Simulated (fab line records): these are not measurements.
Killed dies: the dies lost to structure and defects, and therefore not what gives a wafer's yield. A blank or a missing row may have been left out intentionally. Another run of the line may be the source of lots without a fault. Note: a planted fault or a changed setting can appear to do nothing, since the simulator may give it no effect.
2 desks, one fault	flow gf180mcu	each desk holds nothing but its own numbers, with what lay behind them at the end

AT THE METROLOGY DESK
What the gauges read for every lot (on any tool): the sampled wafers with a number, averaged. Marked OUT: a lot whose mean sits more than 4 standard deviations from the usual mean, which makes it out of limits; the brackets give that distance.
Columns: A = PSD_TW at GF_PSD_TW_MEAS_11, usual 3200; B = PSD_RS at GF_PSD_RS_MEAS_15, usual 108.70 ohm/sq; C = V4_CVD_02_THK at GF_V4_THK_MEAS_03, usual 847 nm
lot	first seen here	A	B	C
L318	day 14 05:40	3192	108.31	837
L320	day 14 20:14	3193	109.05	844
L321	day 15 01:17	3185	108.67	842
L322	day 15 14:02	3196	108.70	843
L324	day 16 07:40	3207	108.68	847
L331	day 18 23:20	3209	108.39	843
L332	day 19 06:13	3393 (+15) OUT	103.29 (-22) OUT	850
L333	day 19 13:22	3394 (+15) OUT	103.43 (-21) OUT	839
L335	day 20 07:19	3198	108.49	848
L340	day 21 19:04	3203	108.70	834
L341	day 22 06:43	3196	108.26	851
Per this desk, out of limits: L332, L333; the first was L332, day 19 06:13 (PSD_TW at GF_PSD_TW_MEAS_11). Within limits: L318, L320, L321, L322, L324, L331, L335, L340, L341.

AT THE TOOL OWNER'S DESK: implanter-04
For each lot that ran on this tool, the mean over its sampled wafers that have a number, from the tool's own readings at GF_PSD_IMPLANT_09. Marked OUT: a lot whose mean sits more than 4 standard deviations from the usual mean, which makes it out of limits; the brackets give that distance.
Columns: A = dose-ions-cm2 at GF_PSD_IMPLANT_09, usual 1.4999e+15; B = end-station-pressure-torr at GF_PSD_IMPLANT_09, usual 1.18e-05 Torr; C = faraday-current-uA at GF_PSD_IMPLANT_09, usual 8241
lot	first seen here	A	B	C
L320	day 14 20:00	1.4997e+15	1.28e-05	8474
L324	day 16 07:26	1.5022e+15	1.17e-05	8255
L332	day 19 06:00	2.0157e+15 (+99 or more) OUT	1.44e-05 (+4.8) OUT	11019 (+19) OUT
L333	day 19 13:08	2.0155e+15 (+99 or more) OUT	1.45e-05 (+4.8) OUT	11024 (+19) OUT
L341	day 22 06:29	1.4993e+15	1.13e-05	8071
This desk finds L332, L333 out of limits, L332 being first, at day 19 06:00 (dose-ions-cm2 at GF_PSD_IMPLANT_09). Within limits: L320, L324, L341.

PUT TOGETHER
The tool owner's desk could have raised an alarm at day 19 06:00, on L332, L333.
L332, L333 would have let the metrology desk raise an alarm at day 19 06:13.
All the named lots went through GF_PSD_IMPLANT_09 on implanter-04.

WHAT THE SIMULATOR HAD INSERTED
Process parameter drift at GF_PSD_IMPLANT_09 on implanter-04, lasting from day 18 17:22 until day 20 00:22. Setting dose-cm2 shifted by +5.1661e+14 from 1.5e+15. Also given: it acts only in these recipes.
Struck lots among those shown: L332, L333.
Fault start to first reading out of limits, in hours, per desk: tool owner, 13; metrology, 13.
